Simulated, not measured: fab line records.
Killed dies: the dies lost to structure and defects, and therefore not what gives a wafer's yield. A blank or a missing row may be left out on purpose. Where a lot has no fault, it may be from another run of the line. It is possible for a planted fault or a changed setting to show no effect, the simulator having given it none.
A single fault, viewed from 2 desks -- flow gf180mcu -- numbers are kept per desk, each desk with only its own; the story behind them comes last

== FROM THE METROLOGY DESK ==
Lot by lot, what the gauges showed, no matter which tool ran the lot: averages of those sampled wafers that carry a number. Marked OUT: a lot whose mean sits more than 4 standard deviations from the usual mean, which makes it out of limits; the brackets give that distance.
Columns: A = cd-nm at GF_M3_CD_MEAS_14, usual 280.2 nm
lot,first seen here,A
L338,day 21 12:52,278.4
L339,day 21 21:01,282.8
L340,day 22 02:47,281.8
L341,day 22 09:11,279.5
L342,day 22 20:46,281.4
L347,day 24 09:41,280.0
L350,day 25 22:02,282.7
L355,day 27 09:47,280.7
L356,day 27 16:32,279.0
L358,day 28 09:01,278.9
L359,day 28 15:08,278.3
L360,day 28 23:06,282.5
L361,day 29 00:28,277.8
Result from this desk: across the 13 lots, nothing is out of limits.

== FOR THE TOOL OWNER'S DESK: pvd-sputter-03 ==
The tool's own readings at GF_SALICIDE_SPUTTER_03 (material TiN, target thk 20 nm, time 16.7 s): means of the sampled wafers that have a number, for each lot that ran on this tool. Marked OUT: a lot whose mean sits more than 4 standard deviations from the usual mean, which makes it out of limits; the brackets give that distance.
Columns: A = chamber-pressure-pa at GF_SALICIDE_SPUTTER_03, usual 0.4001 Pa; B = throttle-valve-pct at GF_SALICIDE_SPUTTER_03, usual 30.1 %
lot,first seen here,A,B
L342,day 16 12:30,0.4009,30.4
L347,day 18 02:45,0.3662 (-36) OUT,31.2
L350,day 19 07:04,0.3830 (-18) OUT,31.2
L358,day 22 09:01,0.3998,30.7
L361,day 23 06:06,0.4000,29.0
This desk's verdict: out of limits on L347, L350, starting with L347 at day 18 02:45 (chamber-pressure-pa at GF_SALICIDE_SPUTTER_03). In limits: L342, L358, L361.

== BROUGHT TOGETHER ==
The tool owner's desk could have raised an alarm at day 18 02:45, on L347, L350.
At the metrology desk, nothing out of limits was observed.
The metrology desk has L347, L350 on record, within its limits.
GF_SALICIDE_SPUTTER_03 was run on pvd-sputter-03 by each of the lots named.

== WHAT WAS PUT IN BY THE SIMULATOR ==
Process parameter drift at GF_SALICIDE_SPUTTER_03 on pvd-sputter-03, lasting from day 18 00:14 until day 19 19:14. A move of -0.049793 in setting chamber-pressure-pa, from 0.4. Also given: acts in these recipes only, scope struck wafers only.
Shown lots that were struck: L347, L350.
Delay in hours, fault start to first out-of-limits reading, by desk: the tool owner's desk at 3.
